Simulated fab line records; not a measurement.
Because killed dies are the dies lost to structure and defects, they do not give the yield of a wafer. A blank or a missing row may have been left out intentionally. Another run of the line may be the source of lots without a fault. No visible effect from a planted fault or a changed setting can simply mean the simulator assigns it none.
Matching of chambers / flow sky130 / rie-si-01 running SKY_POLY_GATE_ETCH_17: 4 sister chambers
The step etches poly-Si in HBr/Cl2, stops on SiO2, target depth 180 nm, time 70.5 s. 8 wafers are shown with their chamber, then 10 later ones without.

## WAFERS, EACH WITH ITS CHAMBER
wafer=L565.2; chamber=0; drypump-motor-current-A (A)=6.3; oes-product-au (a.u.)=0.997
wafer=L571.3; chamber=0; drypump-motor-current-A (A)=6.3; oes-product-au (a.u.)=0.984
wafer=L571.4; chamber=3; drypump-motor-current-A (A)=4.8; oes-product-au (a.u.)=0.982
wafer=L572.2; chamber=3; drypump-motor-current-A (A)=4.8; oes-product-au (a.u.)=0.984
wafer=L573.5; chamber=2; drypump-motor-current-A (A)=5.7; oes-product-au (a.u.)=0.988
wafer=L573.6; chamber=1; drypump-motor-current-A (A)=5.9; oes-product-au (a.u.)=0.978
wafer=L580.1; chamber=1; drypump-motor-current-A (A)=5.9; oes-product-au (a.u.)=0.982
wafer=L580.3; chamber=2; drypump-motor-current-A (A)=5.8; oes-product-au (a.u.)=0.995

## WAFERS WITHOUT THEIR CHAMBER
wafer=L580.4; drypump-motor-current-A (A)=4.8; oes-product-au (a.u.)=0.978
wafer=L581.1; drypump-motor-current-A (A)=6.3; oes-product-au (a.u.)=0.998
wafer=L581.3; drypump-motor-current-A (A)=5.9; oes-product-au (a.u.)=0.980
wafer=L581.4; drypump-motor-current-A (A)=5.9; oes-product-au (a.u.)=0.978
wafer=L584.1; drypump-motor-current-A (A)=4.8; oes-product-au (a.u.)=0.987
wafer=L584.2; drypump-motor-current-A (A)=6.3; oes-product-au (a.u.)=0.985
wafer=L584.4; drypump-motor-current-A (A)=5.8; oes-product-au (a.u.)=0.995
wafer=L586.1; drypump-motor-current-A (A)=5.9; oes-product-au (a.u.)=0.979
wafer=L586.2; drypump-motor-current-A (A)=5.8; oes-product-au (a.u.)=0.978
wafer=L586.5; drypump-motor-current-A (A)=6.3; oes-product-au (a.u.)=0.992

## WHICH CHAMBER EACH ONE RAN IN
wafer=L580.4; from the rows above=3; in truth=3
wafer=L581.1; from the rows above=0; in truth=0
wafer=L581.3; from the rows above=1; in truth=1
wafer=L581.4; from the rows above=1; in truth=1
wafer=L584.1; from the rows above=3; in truth=3
wafer=L584.2; from the rows above=0; in truth=0
wafer=L584.4; from the rows above=2; in truth=2
wafer=L586.1; from the rows above=1; in truth=1
wafer=L586.2; from the rows above=can't be placed: 2 or 1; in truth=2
wafer=L586.5; from the rows above=0; in truth=0
Correct placement for 9 of the 10. Can't be placed from these rows: 1 (the true chamber is among the candidates in 1). Wrongly placed: 0.
How it was worked out, from the rows above alone: a wafer's distance from a chamber is the root of the sum, over the readings, of the square of ((its reading less the chamber's mean) divided by the reading's scatter). If the next closest chamber is less than 2 further off than the closest, the wafer can't be placed; otherwise it belongs to the closest. The mean given for a chamber averages the wafers shown for that chamber. The scatter is the square root of a quotient: the sum, over the shown wafers, of each reading's squared deviation from its chamber's mean, divided by wafers minus chambers.
